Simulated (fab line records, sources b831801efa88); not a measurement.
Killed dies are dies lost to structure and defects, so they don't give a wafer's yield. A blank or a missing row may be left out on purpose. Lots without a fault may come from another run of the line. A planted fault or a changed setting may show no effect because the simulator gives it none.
Which tool did it? | flow gf180mcu | 24 lots, 72 wafers sampled, at 3 steps of a route of 602

WHAT THE GAUGES READ, wafer by wafer
GF_M4_OVL_MEAS_15. Usual: M4_OVL 1 nm, standard deviation 4.5.
lot  | measured     | on         | M4_OVL (nm) | flag
L074 | day 22 22:40 | overlay-02 | 3 -1 6      |
L075 | day 23 09:47 | overlay-01 | 6 3 1       |
L076 | day 24 21:22 | overlay-01 | -3 1 -5     |
L077 | day 25 00:39 | overlay-02 | -1 5 0      |
L079 | day 25 01:31 | overlay-01 | 2 1 9       |
L078 | day 25 03:01 | overlay-02 | 0 1 -2      |
L080 | day 25 10:10 | overlay-01 | -3 -1 -7    |
L081 | day 25 23:26 | overlay-01 | 2 -5 -3     |
L082 | day 26 03:40 | overlay-02 | 1 4 -1      |
L083 | day 26 16:43 | overlay-01 | -1 2 -6     |
L084 | day 27 02:28 | overlay-01 | 5 8 2       |
L085 | day 27 08:12 | overlay-01 | 2 3 9       |
L086 | day 27 08:49 | overlay-02 | -2 -4 -4    |
L087 | day 27 17:52 | overlay-01 | -7 -1 -10   |
L088 | day 28 07:06 | overlay-02 | -3 0 -4     |
L089 | day 28 10:10 | overlay-02 | 11 6 3      |
L090 | day 28 18:43 | overlay-02 | 3 6 0       |
L091 | day 28 21:47 | overlay-02 | -1 -4 -3    |
L092 | day 29 06:12 | overlay-02 | -1 -1 5     |
L093 | day 29 12:01 | overlay-02 | -1 4 2      |
L094 | day 29 18:53 | overlay-01 | 0 -4 -5     |
L095 | day 29 22:46 | overlay-02 | 6 12 3      |
L096 | day 30 06:28 | overlay-02 | 2 -2 -6     |
L097 | day 30 14:03 | overlay-01 | 7 4 5       |

GF_V4_RS_MEAS_24: measures by four-point-probe. Usual: V4_W_RS 0.331 ohm/sq, standard deviation 0.0047.
lot  | measured     | on            | V4_W_RS (ohm/sq)  | flag
L074 | day 24 00:02 | film_metro-01 | 0.328 0.334 0.330 |
L075 | day 24 10:56 | film_metro-03 | 0.328 0.331 0.333 |
L076 | day 25 21:03 | film_metro-01 | 0.326 0.325 0.322 |
L077 | day 26 00:50 | film_metro-04 | 0.332 0.331 0.334 |
L079 | day 26 01:37 | film_metro-03 | 0.337 0.334 0.331 |
L078 | day 26 03:28 | film_metro-03 | 0.333 0.329 0.329 |
L080 | day 26 09:52 | film_metro-04 | 0.331 0.326 0.331 |
L081 | day 26 22:25 | film_metro-04 | 0.332 0.327 0.327 |
L082 | day 27 02:56 | film_metro-03 | 0.320 0.327 0.324 |
L083 | day 27 15:33 | film_metro-03 | 0.336 0.335 0.335 |
L084 | day 28 00:41 | film_metro-01 | 0.327 0.328 0.323 |
L085 | day 28 06:35 | film_metro-01 | 0.340 0.335 0.334 |
L086 | day 28 07:17 | film_metro-04 | 0.329 0.326 0.326 |
L087 | day 28 15:53 | film_metro-01 | 0.337 0.334 0.338 |
L088 | day 29 03:38 | film_metro-01 | 0.331 0.332 0.333 |
L089 | day 29 07:38 | film_metro-03 | 0.332 0.334 0.332 |
L090 | day 29 16:20 | film_metro-03 | 0.328 0.334 0.335 |
L091 | day 29 18:43 | film_metro-03 | 0.331 0.331 0.338 |
L092 | day 30 02:58 | film_metro-01 | 0.332 0.329 0.332 |
L093 | day 30 09:44 | film_metro-04 | 0.331 0.337 0.331 |
L094 | day 30 15:56 | film_metro-03 | 0.337 0.335 0.332 |
L095 | day 30 20:07 | film_metro-03 | 0.334 0.328 0.332 |
L096 | day 31 02:47 | film_metro-01 | 0.330 0.335 0.329 |
L097 | day 31 10:34 | film_metro-01 | 0.343 0.338 0.335 |

WHICH TOOL RAN EACH LOT (tool, then ch and the chambers of the sampled wafers, then the start)
lot  | GF_V4_SPUTTER_22
L074 | pvd_sputter-02, day 23 23:52
L075 | pvd_sputter-04, day 24 10:46
L076 | pvd_sputter-02, day 25 20:53
L077 | pvd_sputter-03, day 26 00:41
L079 | pvd_sputter-03, day 26 01:28
L078 | pvd_sputter-03, day 26 03:19
L080 | pvd_sputter-03, day 26 09:43
L081 | pvd_sputter-04, day 26 22:14
L082 | pvd_sputter-02, day 27 02:47
L083 | pvd_sputter-03, day 27 15:24
L084 | pvd_sputter-03, day 28 00:31
L085 | pvd_sputter-03, day 28 06:26
L086 | pvd_sputter-04, day 28 07:06
L087 | pvd_sputter-03, day 28 15:43
L088 | pvd_sputter-02, day 29 03:22
L089 | pvd_sputter-04, day 29 07:28
L090 | pvd_sputter-03, day 29 16:11
L091 | pvd_sputter-03, day 29 18:32
L092 | pvd_sputter-03, day 30 02:49
L093 | pvd_sputter-02, day 30 09:32
L094 | pvd_sputter-02, day 30 15:45
L095 | pvd_sputter-04, day 30 19:57
L096 | pvd_sputter-04, day 31 02:38
L097 | pvd_sputter-02, day 31 10:25
- GF_V4_SPUTTER_22: material TiN, target thk 10 nm, time 40 s.

WHAT THE TOOLS THEMSELVES READ (means of the sampled wafers that have a number; where no wafer has one, the mark that the record gives instead)
GF_V4_SPUTTER_22. Usual: throttle_valve_pct 30.2 %, standard deviation 0.75.
lot  | tool           | throttle_valve_pct (%) | flag
L074 | pvd_sputter-02 | 29.8                   |
L075 | pvd_sputter-04 | 29.8                   |
L076 | pvd_sputter-02 | 29.6                   |
L077 | pvd_sputter-03 | 30.8                   |
L079 | pvd_sputter-03 | 30.6                   |
L078 | pvd_sputter-03 | 30.7                   |
L080 | pvd_sputter-03 | 30.8                   |
L081 | pvd_sputter-04 | 29.8                   |
L082 | pvd_sputter-02 | 30.1                   |
L083 | pvd_sputter-03 | 30.5                   |
L084 | pvd_sputter-03 | 30.7                   |
L085 | pvd_sputter-03 | 31.0                   |
L086 | pvd_sputter-04 | 29.7                   |
L087 | pvd_sputter-03 | 30.7                   |
L088 | pvd_sputter-02 | 28.8                   |
L089 | pvd_sputter-04 | 30.0                   |
L090 | pvd_sputter-03 | 30.6                   |
L091 | pvd_sputter-03 | 30.6                   |
L092 | pvd_sputter-03 | 30.5                   |
L093 | pvd_sputter-02 | 29.0                   |
L094 | pvd_sputter-02 | 29.8                   |
L095 | pvd_sputter-04 | 29.5                   |
L096 | pvd_sputter-04 | 29.7                   |
L097 | pvd_sputter-02 | 29.7                   |

THE ANSWER, worked out from the rows above alone
Rule: a lot is off if the mean of its wafers that have a number lies more than 3 standard deviations from the usual mean. A lot without any number at a reading at which 4 lots or more have one is off too. The other lots that the step has rows for count as sound. The gauges are gone through in route order, then the tools' own readings, and for those a lot's mean is taken as printed above. The first step at which some lot is off is used, and at that step the reading that is off furthest; a lot without a number counts as furthest.
No lot is off at any reading shown: from this, nothing can be told.

WHAT THE SIMULATOR HAD PUT IN
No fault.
